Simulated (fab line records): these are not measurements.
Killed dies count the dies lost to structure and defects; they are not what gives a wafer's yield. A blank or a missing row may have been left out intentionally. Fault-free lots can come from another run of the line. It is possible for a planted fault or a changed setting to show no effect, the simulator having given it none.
Shared-tool check	flow sky130	Sampled: 8 lots, 24 wafers

## WHY IT WAS OPENED
Of 8 lots, 4 have the reading VT_ADJUST_LVTN_TW flagged at SKY_VT_ADJUST_LVTN_TW_MEAS_10. No-fault wafers: 243.1, standard deviation 3.
Rule: a lot gets a flag if all its wafers with a number sit over 4 standard deviations from that mean, or if no wafer of it has a number. As for the other lots, they are considered sound.

lot	measured	on	VT_ADJUST_LVTN_TW, wafer by wafer	flag
L260	day 6 16:07	film metro-02	245.9 245.5 245.7	
L261	day 6 22:58	film metro-01	241.8 241.3 242.1	
L262	day 7 09:37	film metro-04	238.3 238.7 238.1	
L263	day 7 14:34	film metro-02	245.9 245.8 246.1	
L264	day 7 20:36	film metro-02	478.2 479.5 478.9	FLAGGED
L265	day 8 06:52	film metro-02	477.5 477.5 476.3	FLAGGED
L266	day 8 09:57	film metro-02	480.0 478.2 477.7	FLAGGED
L267	day 8 13:08	film metro-04	469.9 469.2 469.0	FLAGGED
On average the flagged lots' numbers are 476.0, which is +232.9 against the usual, or +78 standard deviations.

## WHICH TOOL RAN EACH LOT
2 process steps preceding the reading are held in the record, out of 708 steps in the route. Each cell gives the tool, then ch followed by the chambers the sampled wafers passed through, then the start.
lot	flag	SKY_NWELL_RTA_28	SKY_VT_ADJUST_LVTN_IMPLANT_08
L260		rtp anneal-01 ch 0, day 5 04:17	implanter-02 ch 0, day 6 15:52
L261		rtp anneal-02 ch 0, day 5 11:14	implanter-04 ch 0, day 6 22:43
L262		rtp anneal-02 ch 0, day 5 20:50	implanter-04 ch 0, day 7 09:23
L263		rtp anneal-02 ch 0, day 6 01:29	implanter-04 ch 0, day 7 14:19
L264	FLAGGED	rtp anneal-01 ch 0, day 6 07:43	implanter-03 ch 0, day 7 20:21
L265	FLAGGED	rtp anneal-02 ch 0, day 6 15:41	implanter-04 ch 0, day 8 06:37
L266	FLAGGED	rtp anneal-01 ch 0, day 6 18:01	implanter-03 ch 0, day 8 09:42
L267	FLAGGED	rtp anneal-01 ch 0, day 6 21:22	implanter-02 ch 0, day 8 12:55
These steps, and what they do:
- SKY_NWELL_RTA_28: time 30 s.
- SKY_VT_ADJUST_LVTN_IMPLANT_08
- SKY_VT_ADJUST_LVTN_TW_MEAS_10

## FLAGGED AGAINST TOTAL, ONE TOOL AT A TIME (gauges that did the reading follow at the end)
step	tool	lots run	flagged	share of the flagged lots	sound lots run after its first flagged lot
SKY_NWELL_RTA_28	rtp anneal-01	4	3	some	0
SKY_NWELL_RTA_28	rtp anneal-02	4	1	some	0
SKY_VT_ADJUST_LVTN_IMPLANT_08	implanter-02	2	1	some	0
SKY_VT_ADJUST_LVTN_IMPLANT_08	implanter-03	2	2	some	0
SKY_VT_ADJUST_LVTN_IMPLANT_08	implanter-04	4	1	some	0
SKY_VT_ADJUST_LVTN_TW_MEAS_10	film metro-01	1	0	none	-
SKY_VT_ADJUST_LVTN_TW_MEAS_10	film metro-02	5	3	some	0
SKY_VT_ADJUST_LVTN_TW_MEAS_10	film metro-04	2	1	some	0

## WHAT THE TABLE ALLOWS
No row of the table ran every flagged lot.

## WHAT THE SIMULATOR HAD INSERTED
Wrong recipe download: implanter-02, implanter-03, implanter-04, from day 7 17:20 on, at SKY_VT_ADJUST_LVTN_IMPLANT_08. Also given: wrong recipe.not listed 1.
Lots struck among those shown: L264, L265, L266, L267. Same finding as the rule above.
